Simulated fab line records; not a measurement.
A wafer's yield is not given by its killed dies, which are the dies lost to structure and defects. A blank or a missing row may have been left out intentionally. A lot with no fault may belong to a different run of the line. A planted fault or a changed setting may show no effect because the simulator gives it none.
Struck lot and sound lot, side by side :: flow sky130 :: 14 steps out of a route of 708
Sound: the wafers L321.2, L321.3, L321.6. The struck wafers were L327.2, L327.3, L327.4. The cause is named last.
Order at every step that has rows: each side's tool, ch and its chambers, its first start. Under that, the readings that differ: sound wafers :: struck wafers :: difference of the means :: sigmas: that difference in standard deviations of wafers without a fault.
alike: same words and numbers on both sides, and readings whose means sit less than 2 such deviations apart. not compared: any withheld reading, any reading some wafer has no value for, any bound like >300 that may hide the same value, and any number with overlapping values for which the record gives no deviation.
A row with sigmas, a row that says differs or no value, or rows on one side alone: a step with any of these is where the two part. Non-overlapping numbers with no deviation appear without sigmas and do not part them. Lack of a reading on every wafer of one side parts them only where that side has two or more wafers.

first, 7 steps without rows for these wafers: SKY_METAL2_HMDS_08 (prime time 60 s); SKY_METAL2_COAT_09 (resist thk 60 nm); SKY_METAL2_COAT_10 (resist thk 450 nm); SKY_METAL2_SOFTBAKE_11 (time 90 s); SKY_METAL2_EXPOSE_12 (exposes mask MM2, target cd 140 nm); SKY_METAL2_PEB_13; SKY_METAL2_DEVELOP_14 (develop time 60 s).
SKY_METAL2_CD_MEAS_15: the cd target is 140 nm.
  sound on cd_sem-02 at day 40 06:26; struck on cd_sem-02 at day 41 07:56
  alike: cd_nm
SKY_METAL2_OVL_MEAS_16:
  sound on overlay-02 at day 40 06:33; struck on overlay-01 at day 41 08:03
  alike: METAL2_OVL
SKY_METAL2_DESCUM_17: chemistry O2, time 8 s.
  sound on rie_metal-02 ch 0,1, day 40 06:35; struck on rie_metal-02 ch 0,1, day 41 08:05
  alike: drypump_motor_current_A, oes_product_au
  not compared: rf_hours_counter_h
SKY_METAL2_ETCH_18: etches BARC in N2/H2, stops on SiO2, time 45.9 s, target depth 60 nm.
  sound on rie_metal-02 ch 0,1, day 40 06:37; struck on rie_metal-02 ch 0,1, day 41 08:07
  alike: drypump_motor_current_A, oes_product_au, throttle_valve_pct
  not compared: rf_hours_counter_h
SKY_METAL2_METAL_ETCH_19: etches the open film in Cl2/BCl3, stops on SiO2, target depth 360 nm, time 78 s.
  sound on rie_metal-02 ch 0,1, day 40 06:40; struck on rie_metal-02 ch 0,1, day 41 08:10
  alike: drypump_motor_current_A, oes_product_au, throttle_valve_pct
  not compared: rf_hours_counter_h
SKY_METAL2_STRIP_20: strips in O2/N2.
  sound on plasma_asher-04 ch 0,1, day 40 06:46; struck on plasma_asher-01 ch 0,1, day 41 08:16
  no value came back on the struck wafers for chamber_pressure_mTorr (mTorr), drypump_motor_current_A (A), oes_product_au (a.u.), strip_time_to_endpoint_s (s); on the sound wafers chamber_pressure_mTorr (mTorr) reads 1500.0 1499.1 1499.5
reading: model.KrF-thick_of_METAL2_COAT_10.thk_nm (nm)
sound: 0 0 0
struck: 151.9 151.1 152.6
difference: +151.9
sigmas: 
  not compared: rf_hours_counter_h
then, 1 step without rows for these wafers: SKY_METAL2_STRIP_21 (strips in post etch residue remover, time 1200 s).

## WHERE THEY PART
Only at SKY_METAL2_STRIP_20, within this record.

WHY: the cause the simulator had injected
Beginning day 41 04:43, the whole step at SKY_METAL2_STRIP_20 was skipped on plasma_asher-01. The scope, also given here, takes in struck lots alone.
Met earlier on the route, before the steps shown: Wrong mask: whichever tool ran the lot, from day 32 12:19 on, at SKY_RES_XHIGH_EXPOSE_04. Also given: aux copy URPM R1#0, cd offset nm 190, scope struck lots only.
